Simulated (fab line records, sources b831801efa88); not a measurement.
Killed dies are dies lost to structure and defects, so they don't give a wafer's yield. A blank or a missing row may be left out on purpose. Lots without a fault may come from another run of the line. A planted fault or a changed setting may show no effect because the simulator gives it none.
Which tool did it? | flow gf180mcu | 12 lots, 36 wafers sampled, at 1 step of a route of 602

WHAT THE GAUGES READ, wafer by wafer
GF_V2_BOW_MEAS_05.
lot  | measured     | on            | V2_BOW (um)
L075 | day 19 11:41 | film_metro-03 | 92 95 95
L077 | day 20 08:46 | film_metro-03 | 99 95 87
L079 | day 21 05:15 | film_metro-04 | 112 100 87
L081 | day 22 05:02 | film_metro-03 | 104 104 102
L083 | day 22 22:24 | film_metro-02 | 92 112 94
L085 | day 23 07:53 | film_metro-02 | 86 102 102
L087 | day 23 23:28 | film_metro-04 | 106 99 103
L089 | day 24 17:46 | film_metro-04 | 89 92 99
L091 | day 25 09:52 | film_metro-02 | 96 98 94
L093 | day 26 01:49 | film_metro-03 | 97 97 96
L095 | day 26 21:18 | film_metro-03 | 103 105 96
L097 | day 27 02:26 | film_metro-04 | 94 92 89

WHICH TOOL RAN EACH LOT (tool, then ch and the chambers of the sampled wafers, then the start)
The record holds no process step before these readings.

THE ANSWER, worked out from the rows above alone
Rule: what is usual is taken from the lots themselves. Put in order of their means at a reading, lots are off if they are a third of the lots or fewer, leave a main group of 4 or more, and stand apart from it by a gap of 3 or more times the standard deviation of the main group's means; of several such gaps the widest counts. A main group whose means are all the same, to the digits that the tables above print for the reading, isn't used. A lot without any number at a reading at which 4 lots or more have one is off too. The other lots that the step has rows for count as sound.
No lot is off at any reading shown: from this, nothing can be told.

WHAT THE SIMULATOR HAD PUT IN
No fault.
